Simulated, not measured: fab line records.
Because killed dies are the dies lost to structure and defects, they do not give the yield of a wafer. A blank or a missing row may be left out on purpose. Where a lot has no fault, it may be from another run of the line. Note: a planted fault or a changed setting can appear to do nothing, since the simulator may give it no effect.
Chamber matching    flow sky130    cmp-02 running SKY_VIA4_CMP_21: 4 sister chambers
The step polishes, stops on SiO2, t overpolish 25 s, target thk 0 nm. 4 wafers are shown with their chamber, then 8 later ones without.

== WAFERS PAIRED WITH THEIR CHAMBERS ==
wafer   chamber  motor current A (A)
L936.3  2        12.6
L937.5  3        11.8
L937.6  0        9.7
L939.3  1        9.8

== WAFERS MISSING THEIR CHAMBER ==
wafer   motor current A (A)
L939.5  12.7
L939.6  11.8
L940.2  12.4
L940.4  10.7
L940.6  10.3
L942.1  10.4
L942.3  11.6
L942.5  12.7

== CHAMBER TAKEN BY EACH ==
wafer   from the rows above           in truth
L939.5  can't be placed: 2 or 3       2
L939.6  can't be placed: 3 or 2       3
L940.2  can't be placed: 2 or 3       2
L940.4  can't be placed: 1 or 0 or 3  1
L940.6  can't be placed: 1 or 0       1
L942.1  can't be placed: 1 or 0 or 3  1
L942.3  can't be placed: 3 or 2       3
L942.5  can't be placed: 2 or 3       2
Correct placement for 0 of the 8. Not placeable from these rows: 8 (in 8, the candidates include the true chamber). Placed wrongly: 0.
How it was worked out, from the rows above alone: a wafer's distance from a chamber is the root of the sum, over the readings, of the square of ((its reading less the chamber's mean) divided by the reading's scatter). The wafer belongs to the nearest chamber; if the next one is less than 2 further off, it can't be placed. A chamber's mean is the mean of its shown wafers. The scatter: root of mean squared gap, hidden wafer to nearest shown wafer, with one shown wafer a chamber.
